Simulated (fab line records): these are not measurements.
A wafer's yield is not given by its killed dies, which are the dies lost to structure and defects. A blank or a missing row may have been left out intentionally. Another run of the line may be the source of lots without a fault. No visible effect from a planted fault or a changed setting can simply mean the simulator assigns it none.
One fault seen from 2 desks / flow sfqLine / each desk holds nothing but its own numbers, with what lay behind them at the end

== FROM THE METROLOGY DESK ==
Lot by lot, what the gauges showed, no matter which tool ran the lot: averages of those sampled wafers that carry a number. A lot is out of limits, marked OUT, if its mean lies more than 4 standard deviations from the usual mean; the brackets give that distance.
Columns: A = M5_OVL at SFQ_M5_OVL_MEAS_932, usual 0 nm; B = M6_NB_RS at SFQ_M6_RS_MEAS_938, usual 0.890 ohm/sq
lot=L430; first seen here=day 45 01:27; A=1; B=0.900
lot=L431; first seen here=day 45 12:16; A=-7; B=0.898
lot=L433; first seen here=day 46 05:03; A=8; B=0.890
lot=L434; first seen here=day 47 08:40; A=-5; B=0.889
lot=L435; first seen here=day 47 18:15; A=0; B=0.899
lot=L437; first seen here=day 48 17:04; A=5; B=0.893
lot=L438; first seen here=day 49 00:16; A=2; B=0.887
lot=L439; first seen here=day 49 12:15; A=4; B=0.896
lot=L443; first seen here=day 50 07:28; A=-5; B=0.886
lot=L448; first seen here=day 51 20:33; A=-4; B=0.870
lot=L449; first seen here=day 52 10:00; A=6; B=0.906
lot=L450; first seen here=day 52 17:12; A=3; B=0.890
lot=L451; first seen here=day 52 18:24; A=-4; B=0.886
lot=L453; first seen here=day 53 04:01; A=1; B=0.892
This desk's finding: nothing out of limits on any of the 14 lots.

== FOR THE TOOL OWNER'S DESK: pecvd-02 ==
The tool's own readings at SFQ_TRILAYER_I6_DEP_PECVD_165 (deposits SiO2 from SiH4/N2O, time 111.11 s, target thk 500 nm): means of the sampled wafers that have a number, for each lot that ran on this tool. A lot is out of limits, marked OUT, if its mean lies more than 4 standard deviations from the usual mean; the brackets give that distance.
Columns: A = heaterPowerW at SFQ_TRILAYER_I6_DEP_PECVD_165, usual 73 W; B = rfFwdPowerW at SFQ_TRILAYER_I6_DEP_PECVD_165, usual 182.4 W; C = showerheadVppV at SFQ_TRILAYER_I6_DEP_PECVD_165, usual 828 V; D = throttleValvePct at SFQ_TRILAYER_I6_DEP_PECVD_165, usual 24.6 %
lot=L433; first seen here=day 57 16:22; A=59; B=182.1; C=846; D=25.3
lot=L434; first seen here=day 58 04:02; A=66; B=182.0; C=853; D=25.8
lot=L435; first seen here=day 58 10:01; A=60; B=182.8; C=865; D=25.3
lot=L448; first seen here=day 61 18:01; A=85; B=108.7 (-99 or more) OUT; C=654 (-4.0) OUT; D=25.4
lot=L450; first seen here=day 62 07:04; A=92; B=109.2 (-99 or more) OUT; C=658; D=25.9
Finding of this desk: L448, L450 out of limits; the first was L448 at day 61 18:01, on rfFwdPowerW at SFQ_TRILAYER_I6_DEP_PECVD_165. L433, L434, L435 stayed within limits.

== ALL TOGETHER ==
At day 61 18:01, on L448, L450, the tool owner's desk was in a position to raise an alarm.
The metrology desk saw nothing out of limits.
The metrology desk has L448, L450 on record, within its limits.
The lots listed all ran SFQ_TRILAYER_I6_DEP_PECVD_165 on pecvd-02.

== WHAT THE SIMULATOR HAD PUT IN ==
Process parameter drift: pecvd-02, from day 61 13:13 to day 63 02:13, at SFQ_TRILAYER_I6_DEP_PECVD_165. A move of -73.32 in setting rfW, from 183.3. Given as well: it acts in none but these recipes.
Shown lots that were struck: L448, L450.
Delay in hours, fault start to first out-of-limits reading, by desk: the tool owner's desk at 5.
